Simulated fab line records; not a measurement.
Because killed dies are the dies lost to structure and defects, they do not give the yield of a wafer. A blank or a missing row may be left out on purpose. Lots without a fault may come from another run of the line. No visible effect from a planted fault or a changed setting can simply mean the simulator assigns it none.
Which of the tools did it?	flow sky130	Sampling: 11 lots, 33 wafers, 2 of 708 route steps

WHAT EACH GAUGE READ, for each wafer
SKY_CONTACT_OVL_MEAS_15.
lot	measured	on	CONTACT_OVL (nm)
L461	day 31 05:15	overlay-01	1 2 6
L463	day 33 00:32	overlay-02	4 5 4
L464	day 33 02:56	overlay-02	-6 -6 0
L467	day 33 11:36	overlay-01	-6 -7 -3
L469	day 34 08:56	overlay-02	0 -2 -1
L470	day 34 12:28	overlay-01	7 3 4
L472	day 35 03:28	overlay-01	-1 1 -6
L473	day 35 05:45	overlay-01	-2 2 5
L482	day 38 08:01	overlay-01	-2 -3 10
L484	day 39 19:22	overlay-02	2 -1 5
L483	day 39 21:17	overlay-01	-5 7 -1

WHICH TOOL RAN EACH LOT (tool, then ch and the chambers of the sampled wafers, then the start)
lot	SKY_CONTACT_COAT_09
L461	lithoTrack-04 ch 0, day 30 15:00
L463	lithoTrack-02 ch 0, day 32 09:00
L464	lithoTrack-03 ch 0, day 32 12:00
L467	lithoTrack-03 ch 0, day 32 21:00
L469	lithoTrack-03 ch 0, day 33 19:00
L470	lithoTrack-03 ch 0, day 33 22:00
L472	lithoTrack-03 ch 0, day 34 12:00
L473	lithoTrack-04 ch 0, day 34 16:00
L482	lithoTrack-03 ch 0, day 37 19:00
L484	lithoTrack-03 ch 0, day 39 06:00
L483	lithoTrack-02 ch 0, day 39 08:00
- SKY_CONTACT_COAT_09: resist thk 450 nm.

THE ANSWER, worked out from the rows above alone
Rule: the usual values come from the lots themselves. Put in order of their means at a reading, lots are off if they are a third of the lots or fewer, leave a main group of 4 or more, and stand apart from it by a gap of 3 or more times the standard deviation of the main group's means; of several such gaps the widest counts. A main group is skipped when, at the precision printed for the reading in the tables above, its means are all equal. A lot without any number at a reading at which 4 lots or more have one is off too. The other lots that the step has rows for count as sound.
No lot is off on any of the readings shown, so nothing can be concluded from this.

WHAT THE SIMULATOR HAD PUT IN
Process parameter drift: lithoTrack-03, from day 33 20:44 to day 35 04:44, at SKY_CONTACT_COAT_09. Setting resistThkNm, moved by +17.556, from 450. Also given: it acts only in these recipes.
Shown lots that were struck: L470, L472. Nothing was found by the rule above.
